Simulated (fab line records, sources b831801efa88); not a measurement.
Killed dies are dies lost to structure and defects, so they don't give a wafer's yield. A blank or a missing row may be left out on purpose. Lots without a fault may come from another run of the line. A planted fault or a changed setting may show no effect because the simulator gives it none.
A struck lot beside a sound one | flow sky130 | 14 steps out of a route of 708
Sound: wafers L574.1, L574.4, L574.5. Struck: wafers L581.3, L581.4, L581.6. The cause comes at the end.
At each step with rows: each side's tool, then ch and its chambers, then its first start. Under that, the readings that differ: sound wafers | struck wafers | difference of the means | sigmas: that difference in standard deviations of wafers without a fault.
alike: readings whose means differ by less than 2 such deviations, and words and numbers that are the same on both sides. not compared: withheld readings, readings that some wafer has no value for, bounds like >300 that may hide the same value, and numbers for which the record gives no deviation and whose values overlap.
The two part at a step that has a row with sigmas, a row that says differs or no value, or rows on one side only. Numbers that don't overlap but have no deviation are shown without sigmas and don't part them. A reading that every wafer of one side lacks parts them only if that side has two wafers or more.

SKY_LDD_LDN_TW_MEAS_13:
  sound on film_metro-04, day 27 02:19; struck on film_metro-01, day 28 22:59
  alike: LDD_LDN_TW
then, 2 steps without rows for these wafers: SKY_LDD_LDN_CLEAN_14 (cleans in SC1/SC2, time 150 s); SKY_SPACER_CVD_00 (deposits Si3N4 from DCS/NH3, target thk 43.1 nm, time 740 s).
SKY_SPACER_THK_MEAS_01:
  sound on film_metro-02, day 27 04:59; struck on film_metro-03, day 29 03:01
  alike: SPACER_CVD_00_THK
SKY_SPACER_ETCHBACK_02: etches Si3N4 in CH3F/O2, stops on SiO2, time 46.7 s, target depth 45 nm.
  sound on rie_diel-03 ch 1,2,3, day 27 05:02; struck on rie_diel-01 ch 0,2,3, day 29 03:03
  alike: O2_flow_sccm, drypump_motor_current_A, oes_product_au, throttle_valve_pct
  not compared: rf_hours_counter_h
then, 7 steps without rows for these wafers: SKY_POLY_CUT_DEHYDRATE_00 (time 60 s); SKY_POLY_CUT_HMDS_01 (prime time 60 s); SKY_POLY_CUT_COAT_02 (resist thk 60 nm); SKY_POLY_CUT_COAT_03 (resist thk 450 nm); SKY_POLY_CUT_SOFTBAKE_04 (time 90 s); SKY_POLY_CUT_EXPOSE_05 (exposes mask NPCM, target cd 270 nm); SKY_POLY_CUT_PEB_06.
SKY_POLY_CUT_DEVELOP_07: develop time 60 s.
  sound on litho_track-04 ch 0, day 28 09:00; struck on litho_track-02, day 30 06:00
  no value came back on the struck wafers for chill_plate_temp_C (C), develop_time_s (s); on the sound wafers chill_plate_temp_C (C) reads 22.91 22.84 22.88
  reading                                         | sound             | struck            | difference | sigmas
  model.KrF-thick_of_POLY_CUT_COAT_03.thk_nm (nm) | 437.6 438.8 436.8 | 451.7 453.6 451.8 | +14.6      |
SKY_POLY_CUT_CD_MEAS_08: target cd 270 nm.
  sound on cd_sem-02, day 28 09:34; struck on cd_sem-02, day 30 06:46
  reading    | sound             | struck | difference                    | sigmas
  cd_nm (nm) | 269.4 268.5 268.4 | - - -  | no value on the struck wafers |

WHERE THEY PART
First at SKY_POLY_CUT_DEVELOP_07; last, within this record, at SKY_POLY_CUT_CD_MEAS_08.

WHY: what the simulator had put in
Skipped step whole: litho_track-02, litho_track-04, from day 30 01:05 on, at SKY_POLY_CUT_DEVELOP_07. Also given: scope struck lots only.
